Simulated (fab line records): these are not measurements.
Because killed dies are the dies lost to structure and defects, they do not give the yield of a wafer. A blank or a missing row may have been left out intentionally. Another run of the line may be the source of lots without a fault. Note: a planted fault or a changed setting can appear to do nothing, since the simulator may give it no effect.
fab line records -- flow sky130
record lots=24, wafers=72, lastDay=50
route steps=708 shown METAL1@449 VIA1@470 VIA2@509 CAPM@549 METAL3@564
lots untouched by any fault: they come from a run of this same line in which no faults occurred
startH: hours from the record's opening day to when the first of the lot's shown wafers began -- waitH: hours elapsed since this lot's preceding step -- " the same as in the row above -- L1.1+2: a row that stands for several wafers -- - value missing, or start not given -- * or withheld: withheld -- < > ~ a bound
route shown NAME@n: NAME is a module with steps in the file, n the number in the route of the first one -- usual: mean/standard deviation of fault-free wafers -- same: alike in all rows -- chamber/n: place in a boat -- sites: each site's reading -- _std_site: the values' standard deviation -- _edge_site: the outer-site mean with the inner-site mean subtracted -- radiusMm: for every site, how far away it sits from the centre of the wafer -- mask NAME#n: copy n -- behind: the most recent tool/chamber to have shaped the wafer -- hold: reason for holding the lot/hours on hold/outcome of the hold -- device: the n, p or np transistor that did not switch -- end of line: tests of these same wafers at the route's end -- where a step has no rows: the recipe by itself -- killed: dies lost to structure and defects at the first sort, not the wafer's yield -- map: dies across one wafer; x = killed, . = not, _ = none there
set.NAME: the setting as run; set.NAME@STEP: as run at that earlier step -- model.NAME: the simulator's own value behind a step, which no gauge read
the route's steps for a sample of lots (tables are steps, rows are wafers)
services: from which hour (startH, from the record's first day; less than 0 if before it) a tool's chamber was out of use, for how many hours, and why
## steps
# step SKY_METAL1_CD_MEAS_15
# recipe targetCdNm=140
# usual cdNm=139.8/1.6
lot.wafer,tool,chamber,startH,waitH,cdNm
L074.1,cdSem-02,-,753.66,-,141.1
L074.3,cdSem-02,-,753.66,-,141.9
L074.5,cdSem-02,-,753.66,-,140.9
L075.1,cdSem-01,-,755.77,-,137.2
L075.3,cdSem-01,-,755.77,-,136.6
L075.5,cdSem-01,-,755.77,-,139.3
L076.2,cdSem-02,-,773.68,-,137.5
L076.3,cdSem-02,-,773.68,-,138.0
L076.4,cdSem-02,-,773.68,-,139.3
L077.1,cdSem-02,-,776.97,-,140.9
L077.3,cdSem-02,-,776.97,-,141.1
L077.6,cdSem-02,-,776.97,-,140.7
L078.2,cdSem-02,-,788.89,-,138.9
L078.3,cdSem-02,-,788.89,-,138.4
L078.4,cdSem-02,-,788.89,-,139.7
L079.2,cdSem-02,-,808.53,-,140.3
L079.4,cdSem-02,-,808.53,-,140.1
L079.5,cdSem-02,-,808.53,-,138.8
L080.2,cdSem-01,-,815.08,-,138.7
L080.3,cdSem-01,-,815.08,-,140.8
L080.4,cdSem-01,-,815.08,-,139.6
L081.2,cdSem-01,-,819.59,-,141.4
L081.3,cdSem-01,-,819.59,-,141.5
L081.6,cdSem-01,-,819.59,-,141.4
L082.2,cdSem-01,-,833.39,-,141.2
L082.3,cdSem-01,-,833.39,-,140.3
L082.4,cdSem-01,-,833.39,-,140.8
L083.2,cdSem-01,-,838.24,-,138.6
L083.3,cdSem-01,-,838.24,-,137.5
L083.5,cdSem-01,-,838.24,-,138.3
L085.1,cdSem-02,-,858.27,-,141.6
L085.4,cdSem-02,-,858.27,-,142.5
L085.6,cdSem-02,-,858.27,-,142.2
L084.3,cdSem-01,-,861.91,-,140.4
L084.5,cdSem-01,-,861.91,-,139.5
L084.6,cdSem-01,-,861.91,-,140.5
L087.2,cdSem-01,-,873.14,-,138.3
L087.3,cdSem-01,-,873.14,-,138.6
L087.5,cdSem-01,-,873.14,-,139.5
L086.1,cdSem-02,-,873.31,-,142.2
L086.2,cdSem-02,-,873.31,-,142.4
L086.6,cdSem-02,-,873.31,-,141.6
L088.2,cdSem-01,-,879.34,-,141.1
L088.4,cdSem-01,-,879.34,-,141.6
L088.6,cdSem-01,-,879.34,-,140.7
L090.1,cdSem-02,-,886.87,-,140.0
L090.3,cdSem-02,-,886.87,-,140.8
L090.5,cdSem-02,-,886.87,-,140.4
L089.2,cdSem-01,-,887.63,-,139.3
L089.5,cdSem-01,-,887.63,-,137.3
L089.6,cdSem-01,-,887.63,-,139.2
L091.1,cdSem-01,-,890.11,-,137.4
L091.3,cdSem-01,-,890.11,-,139.5
L091.4,cdSem-01,-,890.11,-,139.6
L093.3,cdSem-02,-,906.06,-,142.0
L093.4,cdSem-02,-,906.06,-,140.2
L093.5,cdSem-02,-,906.06,-,139.9
L092.1,cdSem-01,-,908.66,-,136.1
L092.3,cdSem-01,-,908.66,-,136.6
L092.4,cdSem-01,-,908.66,-,136.1
L094.1,cdSem-01,-,915.21,-,140.8
L094.2,cdSem-01,-,915.21,-,140.7
L094.6,cdSem-01,-,915.21,-,141.2
L095.1,cdSem-01,-,919.47,-,139.0
L095.2,cdSem-01,-,919.47,-,138.5
L095.4,cdSem-01,-,919.47,-,138.7
L096.1,cdSem-02,-,922.86,-,139.6
L096.2,cdSem-02,-,922.86,-,140.9
L096.3,cdSem-02,-,922.86,-,141.0
L097.1,cdSem-02,-,932.97,-,138.9
L097.2,cdSem-02,-,932.97,-,139.7
L097.5,cdSem-02,-,932.97,-,139.7
# step SKY_METAL1_DESCUM_17
# recipe chemistry=O2, sourcePowerW=150, biasPowerW=0, pressureMtorr=10, tempC=40, timeS=8
# usual drypumpMotorCurrentA=5.9/0.55, oesProductAu=1.002/0.014, tempC=40.01/0.11
lot.wafer,tool,chamber,startH,waitH,drypumpMotorCurrentA,oesProductAu,rfHoursCounterH,tempC
L074.1,rieMetal-01,1,753.82,0.0,6.2,0.986,7,39.87
L074.3,rieMetal-01,0,753.82,0.0,6.3,1.017,-,39.94
L074.5,rieMetal-01,1,753.82,0.0,6.2,0.991,-,40.02
L075.1,rieMetal-04,1,755.92,0.0,4.9,1.018,0,40.07
L075.3,rieMetal-04,0,755.92,0.0,6.4,1.016,-,40.08
L075.5,rieMetal-04,1,755.92,0.0,4.9,1.024,-,40.07
L076.2,rieMetal-04,0,773.82,0.0,6.4,0.992,12,40.24
L076.3,rieMetal-04,0,773.82,0.0,6.4,0.992,-,40.16
L076.4,rieMetal-04,1,773.82,0.0,4.9,1.009,-,40.03
L077.1,rieMetal-03,0,777.13,0.0,5.5,1.026,14,40.05
L077.3,rieMetal-03,0,777.13,0.0,5.5,1.010,-,40.01
L077.6,rieMetal-03,1,777.13,0.0,5.0,1.027,-,39.92
L078.2,rieMetal-01,0,789.03,0.0,6.2,1.018,15,39.93
L078.3,rieMetal-01,0,789.03,0.0,6.2,1.019,-,40.01
L078.4,rieMetal-01,1,789.03,0.0,6.3,0.994,-,40.07
L079.2,rieMetal-01,1,808.68,0.0,6.2,0.992,-,39.91
L079.4,rieMetal-01,1,808.68,0.0,6.2,1.001,-,40.13
L079.5,rieMetal-01,1,808.68,0.0,6.3,1.006,-,39.97
L080.2,rieMetal-03,0,815.22,0.0,5.6,0.984,0,40.22
L080.3,rieMetal-03,1,815.22,0.0,5.0,1.012,-,39.85
L080.4,rieMetal-03,0,815.22,0.0,5.6,0.992,-,39.93
L081.2,rieMetal-01,1,819.74,0.0,6.3,0.986,-,40.12
L081.3,rieMetal-01,1,819.74,0.0,6.3,0.996,-,39.96
L081.6,rieMetal-01,1,819.74,0.0,6.3,0.991,-,40.05
L082.2,rieMetal-04,0,833.53,0.0,6.4,0.995,14,39.94
L082.3,rieMetal-04,0,833.53,0.0,6.4,0.996,-,39.98
L082.4,rieMetal-04,1,833.53,0.0,4.9,1.023,-,40.26
L083.2,rieMetal-01,1,838.38,0.0,6.3,0.995,11,40.07
L083.3,rieMetal-01,1,838.38,0.0,6.3,1.005,-,40.01
L083.5,rieMetal-01,1,838.38,0.0,6.3,0.986,-,39.93
L085.1,rieMetal-04,0,858.43,0.0,6.4,1.002,16,40.07
L085.4,rieMetal-04,0,858.43,0.0,6.4,1.004,-,40.06
L085.6,rieMetal-04,1,858.43,0.0,4.9,1.023,-,40.08
L084.3,rieMetal-03,1,862.04,0.0,5.0,1.010,-,39.95
L084.5,rieMetal-03,1,862.04,0.0,5.0,1.007,-,40.01
L084.6,rieMetal-03,0,862.04,0.0,5.5,0.993,-,40.02
L087.2,rieMetal-03,0,873.28,0.0,5.5,0.986,2,39.99
L087.3,rieMetal-03,0,873.28,0.0,5.5,0.980,-,39.95
L087.5,rieMetal-03,0,873.28,0.0,5.6,0.980,-,39.96
L086.1,rieMetal-01,1,873.47,0.0,6.2,0.991,12,40.06
L086.2,rieMetal-01,0,873.47,0.0,6.3,1.004,2,39.94
L086.6,rieMetal-01,0,873.47,0.0,6.2,1.014,-,40.23
L088.2,rieMetal-03,0,879.49,0.0,5.5,0.992,-,40.00
L088.4,rieMetal-03,0,879.49,0.0,5.6,1.004,-,40.00
L088.6,rieMetal-03,0,879.49,0.0,5.5,0.995,-,39.84
L090.1,rieMetal-03,0,887.03,0.0,5.5,0.979,3,39.80
L090.3,rieMetal-03,0,887.03,0.0,5.5,0.983,-,39.98
L090.5,rieMetal-03,0,887.03,0.0,5.6,0.975,-,39.98
L089.2,rieMetal-01,1,887.77,0.0,6.2,0.990,12,39.94
L089.5,rieMetal-01,1,887.77,0.0,6.2,0.992,-,40.13
L089.6,rieMetal-01,0,887.77,0.0,6.3,1.008,-,39.79
L091.1,rieMetal-01,1,890.27,0.0,6.2,1.004,13,39.97
L091.3,rieMetal-01,1,890.27,0.0,6.3,0.996,-,39.96
L091.4,rieMetal-01,0,890.27,0.0,6.3,1.018,-,39.92
L093.3,rieMetal-04,0,906.18,0.0,6.4,0.985,-,39.85
L093.4,rieMetal-04,1,906.18,0.0,4.9,1.009,-,39.97
L093.5,rieMetal-04,1,906.18,0.0,4.9,1.022,-,39.95
L092.1,rieMetal-01,0,908.82,0.0,6.2,1.014,3,39.96
L092.3,rieMetal-01,1,908.82,0.0,6.3,0.981,-,39.79
L092.4,rieMetal-01,0,908.82,0.0,6.2,0.995,-,40.19
L094.1,rieMetal-01,1,915.37,0.0,6.3,0.990,13,40.01
L094.2,rieMetal-01,0,915.37,0.0,6.2,1.010,3,40.09
L094.6,rieMetal-01,1,915.37,0.0,6.2,0.995,-,39.96
L095.1,rieMetal-04,0,919.63,0.0,6.4,1.005,18,39.91
L095.2,rieMetal-04,1,919.63,0.0,4.9,1.026,7,39.95
L095.4,rieMetal-04,0,919.63,0.0,6.4,1.001,-,39.89
L096.1,rieMetal-01,1,923.02,0.0,6.3,0.987,14,40.00
L096.2,rieMetal-01,0,923.02,0.0,6.2,1.007,4,39.86
L096.3,rieMetal-01,0,923.02,0.0,6.3,1.006,-,39.89
L097.1,rieMetal-01,1,933.13,0.0,6.3,0.977,14,39.98
L097.2,rieMetal-01,0,933.13,0.0,6.3,1.001,4,39.95
L097.5,rieMetal-01,1,933.13,0.0,6.3,0.980,-,39.95
# step SKY_VIA1_CD_MEAS_12
# recipe targetCdNm=150
# usual cdNm=149.7/1.8
lot.wafer,tool,chamber,startH,waitH,cdNm
L074.1,cdSem-02,-,781.25,-,152.4
L074.3,cdSem-02,-,781.25,-,151.2
L074.5,cdSem-02,-,781.25,-,152.4
L075.1,cdSem-01,-,784.07,-,149.0
L075.3,cdSem-01,-,784.07,-,146.7
L075.5,cdSem-01,-,784.07,-,145.9
L076.2,cdSem-02,-,802.24,-,150.3
L076.3,cdSem-02,-,802.24,-,149.9
L076.4,cdSem-02,-,802.24,-,148.6
L077.1,cdSem-01,-,804.90,-,152.0
L077.3,cdSem-01,-,804.90,-,151.2
L077.6,cdSem-01,-,804.90,-,151.4
L078.2,cdSem-02,-,816.59,-,148.6
L078.3,cdSem-02,-,816.59,-,149.0
L078.4,cdSem-02,-,816.59,-,148.3
L079.2,cdSem-01,-,836.34,-,152.3
L079.4,cdSem-01,-,836.34,-,152.8
L079.5,cdSem-01,-,836.34,-,152.4
L080.2,cdSem-01,-,842.69,-,146.9
L080.3,cdSem-01,-,842.69,-,148.9
L080.4,cdSem-01,-,842.69,-,147.7
L081.2,cdSem-01,-,847.54,-,148.0
L081.3,cdSem-01,-,847.54,-,150.1
L081.6,cdSem-01,-,847.54,-,148.5
L082.2,cdSem-02,-,860.09,-,150.7
L082.3,cdSem-02,-,860.09,-,149.5
L082.4,cdSem-02,-,860.09,-,149.9
L083.2,cdSem-01,-,865.52,-,152.0
L083.3,cdSem-01,-,865.52,-,150.4
L083.5,cdSem-01,-,865.52,-,153.0
L085.1,cdSem-02,-,886.10,-,148.3
L085.4,cdSem-02,-,886.10,-,149.6
L085.6,cdSem-02,-,886.10,-,148.9
L084.3,cdSem-02,-,889.79,-,147.5
L084.5,cdSem-02,-,889.79,-,149.2
L084.6,cdSem-02,-,889.79,-,148.0
L087.2,cdSem-02,-,900.17,-,149.7
L087.3,cdSem-02,-,900.17,-,147.4
L087.5,cdSem-02,-,900.17,-,147.9
L086.1,cdSem-02,-,900.82,-,148.0
L086.2,cdSem-02,-,900.82,-,146.4
L086.6,cdSem-02,-,900.82,-,145.3
L088.2,cdSem-02,-,907.27,-,149.2
L088.4,cdSem-02,-,907.27,-,148.6
L088.6,cdSem-02,-,907.27,-,149.7
L090.1,cdSem-01,-,914.07,-,150.9
L090.3,cdSem-01,-,914.07,-,152.6
L090.5,cdSem-01,-,914.07,-,151.2
L089.2,cdSem-02,-,914.67,-,150.0
L089.5,cdSem-02,-,914.67,-,151.6
L089.6,cdSem-02,-,914.67,-,151.7
L091.1,cdSem-01,-,917.50,-,152.2
L091.3,cdSem-01,-,917.50,-,150.8
L091.4,cdSem-01,-,917.50,-,150.4
L093.3,cdSem-01,-,932.66,-,148.9
L093.4,cdSem-01,-,932.66,-,150.1
L093.5,cdSem-01,-,932.66,-,146.6
L092.1,cdSem-02,-,935.17,-,147.4
L092.3,cdSem-02,-,935.17,-,148.4
L092.4,cdSem-02,-,935.17,-,148.1
L094.1,cdSem-01,-,941.27,-,150.4
L094.2,cdSem-01,-,941.27,-,149.6
L094.6,cdSem-01,-,941.27,-,149.3
L095.1,cdSem-01,-,945.27,-,148.7
L095.2,cdSem-01,-,945.27,-,149.2
L095.4,cdSem-01,-,945.27,-,147.9
L096.1,cdSem-02,-,949.20,-,149.6
L096.2,cdSem-02,-,949.20,-,151.5
L096.3,cdSem-02,-,949.20,-,150.0
L097.1,cdSem-01,-,958.55,-,151.0
L097.2,cdSem-01,-,958.55,-,150.1
L097.5,cdSem-01,-,958.55,-,149.4
# step SKY_VIA2_CMP_02
# recipe material=SiO2, downForcePsi=4, platenRpm=60, padVelocityMS=0.94248
# usual motorCurrentA=11.5/1.1
lot.wafer,tool,chamber,startH,waitH,motorCurrentA
L074.3,cmp-01,0,810.43,0.1,10.3
L074.1,cmp-01,1,810.43,0.1,13.7
L074.5,cmp-01,3,810.43,0.1,11.2
L075.3,cmp-01,1,813.84,0.1,13.5
L075.1,cmp-01,2,813.84,0.1,13.4
L075.5,cmp-01,0,813.84,0.1,10.6
L076.2,cmp-01,1,831.69,0.0,12.8
L076.3,cmp-01,2,831.69,0.0,13.1
L076.4,cmp-01,0,831.69,0.0,10.7
L077.3,cmp-02,2,834.13,0.1,9.9
L077.1,cmp-02,0,834.13,0.1,10.8
L077.6,cmp-02,1,834.13,0.1,12.1
L078.4,cmp-02,2,845.39,0.0,10.0
L078.2,cmp-02,3,845.39,0.0,11.1
L078.3,cmp-02,1,845.39,0.0,12.6
L079.4,cmp-02,0,865.18,0.1,10.9
L079.2,cmp-02,2,865.18,0.1,10.0
L079.5,cmp-02,0,865.18,0.1,10.7
L080.2,cmp-02,1,872.00,0.1,11.9
L080.3,cmp-02,2,872.00,0.1,9.9
L080.4,cmp-02,0,872.00,0.1,11.1
L081.3,cmp-01,3,876.40,0.0,11.1
L081.2,cmp-01,0,876.40,0.0,11.1
L081.6,cmp-01,0,876.40,0.0,10.6
L082.3,cmp-01,0,889.67,0.1,10.7
L082.4,cmp-01,1,889.67,0.1,13.4
L082.2,cmp-01,2,889.67,0.1,13.2
L083.3,cmp-02,1,894.27,0.1,11.7
L083.2,cmp-02,3,894.27,0.1,10.8
L083.5,cmp-02,0,894.27,0.1,10.7
L085.1,cmp-01,1,914.54,0.1,12.9
L085.4,cmp-01,2,914.54,0.1,13.3
L085.6,cmp-01,2,914.54,0.1,12.5
L084.3,cmp-02,1,918.57,0.1,11.9
L084.6,cmp-02,1,918.57,0.1,12.0
L084.5,cmp-02,2,918.57,0.1,10.1
L087.3,cmp-02,0,928.05,0.0,10.4
L087.2,cmp-02,3,928.05,0.0,11.4
L087.5,cmp-02,1,928.05,0.0,11.7
L086.2,cmp-02,2,929.10,0.1,9.9
L086.1,cmp-02,3,929.10,0.1,11.0
L086.6,cmp-02,2,929.10,0.1,9.7
L088.4,cmp-02,0,935.06,0.2,10.6
L088.2,cmp-02,1,935.06,0.2,12.3
L088.6,cmp-02,0,935.06,0.2,10.6
L090.3,cmp-02,3,942.12,0.0,11.4
L090.1,cmp-02,0,942.12,0.0,10.6
L090.5,cmp-02,0,942.12,0.0,10.6
L089.2,cmp-01,2,942.50,0.1,13.1
L089.5,cmp-01,1,942.50,0.1,13.2
L089.6,cmp-01,2,942.50,0.1,13.4
L091.1,cmp-01,2,945.54,0.1,13.3
L091.3,cmp-01,3,945.54,0.1,11.6
L091.4,cmp-01,1,945.54,0.1,13.2
L093.3,cmp-01,3,959.53,0.0,11.2
L093.4,cmp-01,0,959.53,0.0,11.0
L093.5,cmp-01,0,959.53,0.0,11.5
L092.1,cmp-01,0,962.58,0.1,11.1
L092.4,cmp-01,1,962.58,0.1,13.0
L092.3,cmp-01,3,962.58,0.1,11.3
L094.1,cmp-01,2,968.02,0.1,13.0
L094.2,cmp-01,3,968.02,0.1,11.4
L094.6,cmp-01,0,968.02,0.1,10.7
L095.2,cmp-02,2,972.40,0.1,10.2
L095.1,cmp-02,0,972.40,0.1,11.1
L095.4,cmp-02,1,972.40,0.1,12.0
L096.3,cmp-01,0,975.89,0.1,10.8
L096.1,cmp-01,1,975.89,0.1,12.4
L096.2,cmp-01,2,975.89,0.1,13.3
L097.2,cmp-01,3,984.34,0.0,11.0
L097.1,cmp-01,1,984.34,0.0,12.5
L097.5,cmp-01,0,984.34,0.0,10.4
# step SKY_CAPM_OVL_MEAS_12
# usual CAPM_OVL=-0.8/1.3
lot.wafer,tool,chamber,startH,waitH,CAPM_OVL[nm]
L074.1,overlay-02,-,864.62,0.1,-2.5
L074.3,overlay-02,-,864.62,0.1,-1.2
L074.5,overlay-02,-,864.62,0.1,-2.5
L075.1,overlay-02,-,868.66,0.1,1.3
L075.3,overlay-02,-,868.66,0.1,1.2
L075.5,overlay-02,-,868.66,0.1,0.1
L076.2,overlay-01,-,886.02,0.1,0.0
L076.3,overlay-01,-,886.02,0.1,0.3
L076.4,overlay-01,-,886.02,0.1,-0.7
L077.1,overlay-02,-,888.81,0.1,-0.9
L077.3,overlay-02,-,888.81,0.1,-0.2
L077.6,overlay-02,-,888.81,0.1,-2.7
L078.2,overlay-01,-,899.33,0.1,-0.6
L078.3,overlay-01,-,899.33,0.1,-1.0
L078.4,overlay-01,-,899.33,0.1,0.2
L079.2,overlay-02,-,919.32,0.1,0.6
L079.4,overlay-02,-,919.32,0.1,0.3
L079.5,overlay-02,-,919.32,0.1,-1.3
L080.2,overlay-02,-,925.68,0.1,-1.1
L080.3,overlay-02,-,925.68,0.1,-0.6
L080.4,overlay-02,-,925.68,0.1,-1.9
L081.2,overlay-01,-,929.77,0.1,-0.3
L081.3,overlay-01,-,929.77,0.1,0.3
L081.6,overlay-01,-,929.77,0.1,0.7
L082.2,overlay-02,-,942.43,0.1,0.3
L082.3,overlay-02,-,942.43,0.1,-0.4
L082.4,overlay-02,-,942.43,0.1,-1.1
L083.2,overlay-01,-,946.78,0.1,-3.2
L083.3,overlay-01,-,946.78,0.1,-1.7
L083.5,overlay-01,-,946.78,0.1,-3.2
L085.1,overlay-01,-,965.32,0.1,-2.5
L085.4,overlay-01,-,965.32,0.1,-3.5
L085.6,overlay-01,-,965.32,0.1,-0.5
L084.3,overlay-01,-,969.48,0.1,-1.5
L084.5,overlay-01,-,969.48,0.1,-0.2
L084.6,overlay-01,-,969.48,0.1,-1.5
L087.2,overlay-01,-,977.73,0.1,-1.0
L087.3,overlay-01,-,977.73,0.1,-2.1
L087.5,overlay-01,-,977.73,0.1,1.0
L086.1,overlay-02,-,978.83,0.1,-2.3
L086.2,overlay-02,-,978.83,0.1,0.4
L086.6,overlay-02,-,978.83,0.1,-0.5
L088.2,overlay-02,-,985.18,0.1,-0.3
L088.4,overlay-02,-,985.18,0.1,-1.2
L088.6,overlay-02,-,985.18,0.1,-1.8
L090.1,overlay-01,-,991.66,0.1,-2.1
L090.3,overlay-01,-,991.66,0.1,-2.9
L090.5,overlay-01,-,991.66,0.1,-1.5
L089.2,overlay-02,-,991.97,0.1,0.5
L089.5,overlay-02,-,991.97,0.1,0.0
L089.6,overlay-02,-,991.97,0.1,0.5
L091.1,overlay-01,-,994.67,0.1,-2.2
L091.3,overlay-01,-,994.67,0.1,-1.0
L091.4,overlay-01,-,994.67,0.1,-1.4
L093.3,overlay-02,-,1006.88,0.1,-0.2
L093.4,overlay-02,-,1006.88,0.1,-0.1
L093.5,overlay-02,-,1006.88,0.1,1.3
L092.1,overlay-01,-,1010.82,0.1,-1.5
L092.3,overlay-01,-,1010.82,0.1,-1.8
L092.4,overlay-01,-,1010.82,0.1,-2.2
L094.1,overlay-02,-,1016.53,0.1,-0.8
L094.2,overlay-02,-,1016.53,0.1,-1.4
L094.6,overlay-02,-,1016.53,0.1,-2.3
L095.1,overlay-01,-,1021.02,0.1,0.3
L095.2,overlay-01,-,1021.02,0.1,-0.4
L095.4,overlay-01,-,1021.02,0.1,-1.0
L096.1,overlay-02,-,1023.98,0.1,0.0
L096.2,overlay-02,-,1023.98,0.1,-0.3
L096.3,overlay-02,-,1023.98,0.1,0.7
L097.1,overlay-01,-,1031.86,0.1,0.5
L097.2,overlay-01,-,1031.86,0.1,-0.7
L097.5,overlay-01,-,1031.86,0.1,1.0
# step SKY_METAL3_OVL_MEAS_14
# usual METAL3_OVL=-1/5.1
lot.wafer,tool,chamber,startH,waitH,METAL3_OVL[nm]
L074.1,overlay-01,-,891.76,0.1,3
L074.3,overlay-01,-,891.76,0.1,5
L074.5,overlay-01,-,891.76,0.1,3
L075.1,overlay-02,-,895.14,0.1,5
L075.3,overlay-02,-,895.14,0.1,3
L075.5,overlay-02,-,895.14,0.1,8
L076.2,overlay-02,-,912.34,0.1,3
L076.3,overlay-02,-,912.34,0.1,5
L076.4,overlay-02,-,912.34,0.1,3
L077.1,overlay-02,-,915.12,0.1,-3
L077.3,overlay-02,-,915.12,0.1,10
L077.6,overlay-02,-,915.12,0.1,-1
L078.2,overlay-02,-,925.21,0.1,1
L078.3,overlay-02,-,925.21,0.1,0
L078.4,overlay-02,-,925.21,0.1,0
L079.2,overlay-02,-,945.05,0.1,-7
L079.4,overlay-02,-,945.05,0.1,7
L079.5,overlay-02,-,945.05,0.1,-2
L080.2,overlay-02,-,950.34,0.1,4
L080.3,overlay-02,-,950.34,0.1,3
L080.4,overlay-02,-,950.34,0.1,-4
L081.2,overlay-02,-,954.67,0.1,-7
L081.3,overlay-02,-,954.67,0.1,-9
L081.6,overlay-02,-,954.67,0.1,-7
L082.2,overlay-01,-,966.74,0.1,-1
L082.3,overlay-01,-,966.74,0.1,3
L082.4,overlay-01,-,966.74,0.1,-3
L083.2,overlay-02,-,971.64,0.1,-9
L083.3,overlay-02,-,971.64,0.1,-3
L083.5,overlay-02,-,971.64,0.1,-5
L085.1,overlay-01,-,989.85,0.1,0
L085.4,overlay-01,-,989.85,0.1,-3
L085.6,overlay-01,-,989.85,0.1,-2
L084.3,overlay-01,-,993.01,0.1,-8
L084.5,overlay-01,-,993.01,0.1,-6
L084.6,overlay-01,-,993.01,0.1,2
L087.2,overlay-02,-,1001.57,0.1,10
L087.3,overlay-02,-,1001.57,0.1,10
L087.5,overlay-02,-,1001.57,0.1,6
L086.1,overlay-01,-,1002.59,0.1,3
L086.2,overlay-01,-,1002.59,0.1,2
L086.6,overlay-01,-,1002.59,0.1,-2
L088.2,overlay-01,-,1009.47,0.1,-1
L088.4,overlay-01,-,1009.47,0.1,-1
L088.6,overlay-01,-,1009.47,0.1,-4
L090.1,overlay-01,-,1014.64,0.1,-8
L090.3,overlay-01,-,1014.64,0.1,-8
L090.5,overlay-01,-,1014.64,0.1,-1
L089.2,overlay-02,-,1015.20,0.1,3
L089.5,overlay-02,-,1015.20,0.1,1
L089.6,overlay-02,-,1015.20,0.1,11
L091.1,overlay-02,-,1018.37,0.1,8
L091.3,overlay-02,-,1018.37,0.1,1
L091.4,overlay-02,-,1018.37,0.1,-4
L093.3,overlay-01,-,1029.93,0.1,-7
L093.4,overlay-01,-,1029.93,0.1,3
L093.5,overlay-01,-,1029.93,0.1,5
L092.1,overlay-01,-,1034.02,0.1,-3
L092.3,overlay-01,-,1034.02,0.1,-2
L092.4,overlay-01,-,1034.02,0.1,-4
L094.1,overlay-01,-,1040.09,0.1,0
L094.2,overlay-01,-,1040.09,0.1,-5
L094.6,overlay-01,-,1040.09,0.1,0
L095.1,overlay-01,-,1044.34,0.1,8
L095.2,overlay-01,-,1044.34,0.1,3
L095.4,overlay-01,-,1044.34,0.1,5
L096.1,overlay-01,-,1046.94,0.1,-6
L096.2,overlay-01,-,1046.94,0.1,-7
L096.3,overlay-01,-,1046.94,0.1,-9
L097.1,overlay-01,-,1054.72,0.1,2
L097.2,overlay-01,-,1054.72,0.1,-2
L097.5,overlay-01,-,1054.72,0.1,5
## services
tool,chamber,startH,hours,kind
cmp-02,-,742.80,4.5,pm
cmp-02,-,747.28,4.0,pm
cmp-02,-,749.93,1.6,repair
cmp-02,-,751.28,-,consumableReplace:conditioner
cmp-02,-,751.28,-,consumableReplace:pad
rieMetal-03,0,779.27,5.3,repair
cmp-02,-,785.98,45.4,repair
rieMetal-01,-,786.32,1.4,pm
rieMetal-03,0,793.73,-,clean
rieMetal-03,0,793.73,19.1,scheduledDown
rieMetal-03,0,793.73,19.1,ventCycle
cmp-02,-,798.75,1.2,repair
rieMetal-01,0,803.42,-,clean
rieMetal-01,0,803.42,20.4,scheduledDown
rieMetal-01,0,803.42,20.4,ventCycle
rieMetal-01,1,821.79,3.8,repair
rieMetal-01,-,835.37,2.6,repair
cmp-01,-,863.55,12.2,pm
rieMetal-03,0,866.50,4.0,repair
cmp-01,-,901.02,4.5,pm
cmp-01,-,916.20,4.0,pm
cmp-01,-,920.20,-,consumableReplace:conditioner
cmp-01,-,920.20,-,consumableReplace:pad
rieMetal-04,1,980.65,22.0,repair
## key
fault none
